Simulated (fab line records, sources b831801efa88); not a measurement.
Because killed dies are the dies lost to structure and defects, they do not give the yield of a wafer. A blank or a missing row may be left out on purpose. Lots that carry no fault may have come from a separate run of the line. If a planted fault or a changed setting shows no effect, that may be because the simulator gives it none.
What tool caused it? + flow sky130 + 33 wafers from 11 lots sampled at 5 of the route's 708 steps

== WHAT THE GAUGES READ, wafer by wafer ==
SKY_FIELD_ISO_BOW_MEAS_00.
| lot  | measured    | on            | INCOMING_BOW (um) |
|------|-------------|---------------|-------------------|
| L615 | day 1 10:00 | film-metro-04 | 1 5 -6            |
| L616 | day 1 15:02 | film-metro-04 | -1 1 -13          |
| L617 | day 1 20:00 | film-metro-02 | -2 -3 1           |
| L619 | day 2 06:01 | film-metro-01 | -1 3 1            |
| L625 | day 3 12:02 | film-metro-02 | -3 -3 8           |
| L626 | day 3 17:02 | film-metro-01 | 9 1 -17           |
| L628 | day 4 03:01 | film-metro-01 | 8 -6 5            |
| L630 | day 4 13:01 | film-metro-02 | 0 -13 11          |
| L632 | day 4 23:00 | film-metro-01 | 2 -8 -4           |
| L636 | day 5 19:00 | film-metro-02 | -1 2 16           |
| L637 | day 6 00:02 | film-metro-02 | 0 6 -1            |

SKY_NWELL_RS_MEAS_29: measurement is done with a four-point probe.
| lot  | measured     | on            | NWELL_RS (ohm/sq) |
|------|--------------|---------------|-------------------|
| L615 | day 5 04:20  | film-metro-03 | 623.8 624.2 622.3 |
| L616 | day 5 14:14  | film-metro-01 | 622.4 624.2 624.8 |
| L617 | day 5 19:30  | film-metro-04 | 626.2 626.1 627.0 |
| L619 | day 6 07:33  | film-metro-03 | 623.7 623.2 623.0 |
| L625 | day 7 19:30  | film-metro-03 | 624.9 623.5 624.0 |
| L626 | day 8 05:59  | film-metro-04 | 626.9 624.7 622.3 |
| L628 | day 8 20:29  | film-metro-04 | 624.9 625.2 626.7 |
| L630 | day 9 03:59  | film-metro-01 | 624.5 623.7 622.0 |
| L632 | day 9 17:52  | film-metro-04 | 625.6 625.0 624.6 |
| L636 | day 10 20:56 | film-metro-04 | 625.7 625.1 628.1 |
| L637 | day 10 21:41 | film-metro-01 | 624.9 626.1 622.5 |

SKY_LDD_N_TW_MEAS_17.
| lot  | measured     | on            | LDD_N_TW                      |
|------|--------------|---------------|-------------------------------|
| L615 | day 18 03:00 | film-metro-02 | 2601 2588 2601                |
| L616 | day 19 01:44 | film-metro-02 | 2581 2609 2593                |
| L617 | day 18 22:00 | film-metro-04 | 2615 2618 2615                |
| L619 | day 19 11:25 | film-metro-02 | 2601 2602 2592                |
| L625 | day 21 18:02 | film-metro-01 | 2577 2572 2578                |
| L626 | day 22 04:40 | film-metro-02 | 2465 2472 2474 2471 2480 2477 |
| L628 | day 22 19:05 | film-metro-02 | 2472 2474 2481 2483 2465 2487 |
| L630 | day 23 08:44 | film-metro-04 | 2612 2620 2628                |
| L632 | day 24 02:15 | film-metro-04 | 2612 2606 2611                |
| L636 | day 25 09:42 | film-metro-04 | 2626 2635 2625                |
| L637 | day 25 11:28 | film-metro-02 | 2596 2599 2599                |

== TOOL THAT RAN EACH LOT (tool first, then ch and the chambers of the sampled wafers, then the start) ==
| lot  | SKY_LDD_N_IMPLANT_09            | SKY_LDD_N_STRIP_16                   |
|------|---------------------------------|--------------------------------------|
| L615 | implanter-01 ch 0, day 18 01:51 | plasma-asher-03 ch 0,1, day 18 02:54 |
| L616 | implanter-01 ch 0, day 19 00:37 | plasma-asher-04 ch 0,1, day 19 01:39 |
| L617 | implanter-01 ch 0, day 18 20:51 | plasma-asher-02 ch 0,1, day 18 21:54 |
| L619 | implanter-02 ch 0, day 19 10:17 | plasma-asher-02 ch 0,1, day 19 11:18 |
| L625 | implanter-04 ch 0, day 21 16:55 | plasma-asher-03 ch 0,1, day 21 17:57 |
| L626 | implanter-01 ch 0, day 22 03:33 | plasma-asher-02 ch 0,1, day 22 04:35 |
| L628 | implanter-01 ch 0, day 22 17:56 | plasma-asher-04 ch 0,1, day 22 18:58 |
| L630 | implanter-02 ch 0, day 23 07:35 | plasma-asher-02 ch 0,1, day 23 08:37 |
| L632 | implanter-02 ch 0, day 24 01:06 | plasma-asher-04 ch 0,1, day 24 02:09 |
| L636 | implanter-04 ch 0, day 25 08:33 | plasma-asher-04 ch 0,1, day 25 09:36 |
| L637 | implanter-02 ch 0, day 25 10:21 | plasma-asher-04 ch 0,1, day 25 11:23 |
- SKY_LDD_N_IMPLANT_09
- SKY_LDD_N_STRIP_16: strips in O2/N2.

== AS READ BY THE TOOLS THEMSELVES (means over the sampled wafers that have a number; for cases with no such wafer, the mark the record gives instead) ==
SKY_LDD_N_IMPLANT_09.
| lot  | tool         | dose-ions-cm2 | faraday-current-uA |
|------|--------------|---------------|--------------------|
| L615 | implanter-01 | 7.504e+13     | 429                |
| L616 | implanter-01 | 7.492e+13     | 422                |
| L617 | implanter-01 | 7.505e+13     | 415                |
| L619 | implanter-02 | 7.498e+13     | 428                |
| L625 | implanter-04 | 7.508e+13     | 419                |
| L626 | implanter-01 | 7.477e+12     | 43                 |
| L628 | implanter-01 | 7.507e+12     | 41                 |
| L630 | implanter-02 | 7.501e+13     | 422                |
| L632 | implanter-02 | 7.501e+13     | 421                |
| L636 | implanter-04 | 7.499e+13     | 421                |
| L637 | implanter-02 | 7.497e+13     | 422                |

SKY_LDD_N_STRIP_16.
| lot  | tool            | drypump-motor-current-A (A) | oes-product-au (a.u.) | strip-time-to-endpoint-s (s) |
|------|-----------------|-----------------------------|-----------------------|------------------------------|
| L615 | plasma-asher-03 | 5.9                         | 0.405                 | 4.316                        |
| L616 | plasma-asher-04 | 5.6                         | 0.405                 | 4.319                        |
| L617 | plasma-asher-02 | 6.3                         | 0.408                 | 4.321                        |
| L619 | plasma-asher-02 | 6.0                         | 0.412                 | 4.303                        |
| L625 | plasma-asher-03 | 5.9                         | 0.406                 | 4.309                        |
| L626 | plasma-asher-02 | 6.2                         | 0.407                 | 4.167                        |
| L628 | plasma-asher-04 | 5.7                         | 0.408                 | 4.147                        |
| L630 | plasma-asher-02 | 6.3                         | 0.400                 | 4.311                        |
| L632 | plasma-asher-04 | 5.6                         | 0.405                 | 4.303                        |
| L636 | plasma-asher-04 | 5.6                         | 0.411                 | 4.309                        |
| L637 | plasma-asher-04 | 5.6                         | 0.406                 | 4.301                        |

== THE ANSWER, worked out from the rows above alone ==
Rule: what is usual is taken from the lots themselves. The widest of any qualifying gaps counts: lots, ordered by their means at a reading, are off when they make up no more than a third of the lots, leave a main group of 4 or more, and stand apart from it by 3 or more times the standard deviation of that group's means. The tables above print the reading to a certain number of digits; a main group whose means all agree to those digits is not used. A lot without any number at a reading at which 4 lots or more have one is off too. Any other lot the step has rows for is counted as sound. Order of review: gauges by route order, followed by the tools' own readings, for which a lot's mean as printed above is used. The first step at which some lot is off is used, and at that step the reading that is off furthest; a lot without a number counts as furthest.
Off: at SKY_LDD_N_TW_MEAS_17 (LDD_N_TW), L626, L628. Mean 2604 and standard deviation 15 in the main group.
If a tool, at a process step before that reading, ran all the lots that are off and no sound lot after the first of them, it fits. Not tried: the gauges at SKY_LDD_N_TW_MEAS_17; whatever is off there is also off at SKY_LDD_N_IMPLANT_09, on other tools, and gauge error can't account for it. One fits: SKY_LDD_N_IMPLANT_09 on implanter-01. Its last sound lot is L616 (day 19 00:37), its first lot that is off L626 (day 22 03:33): a fault that began between those two fits.
The tool's own readings at SKY_LDD_N_IMPLANT_09 bear it out: on the lots that are off they differ by more than 5 times the standard deviation of the sound lots' means. dose-ions-cm2 reads 7.492e+12 there against 7.501e+13 on the sound lots; faraday-current-uA reads 42 there against 422 on the sound lots.

== WHAT THE SIMULATOR HAD INSERTED ==
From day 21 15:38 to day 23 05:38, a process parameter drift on implanter-01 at SKY_LDD_N_IMPLANT_09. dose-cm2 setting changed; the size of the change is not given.
Struck lots among those shown: L626, L628. The rule above found the same.
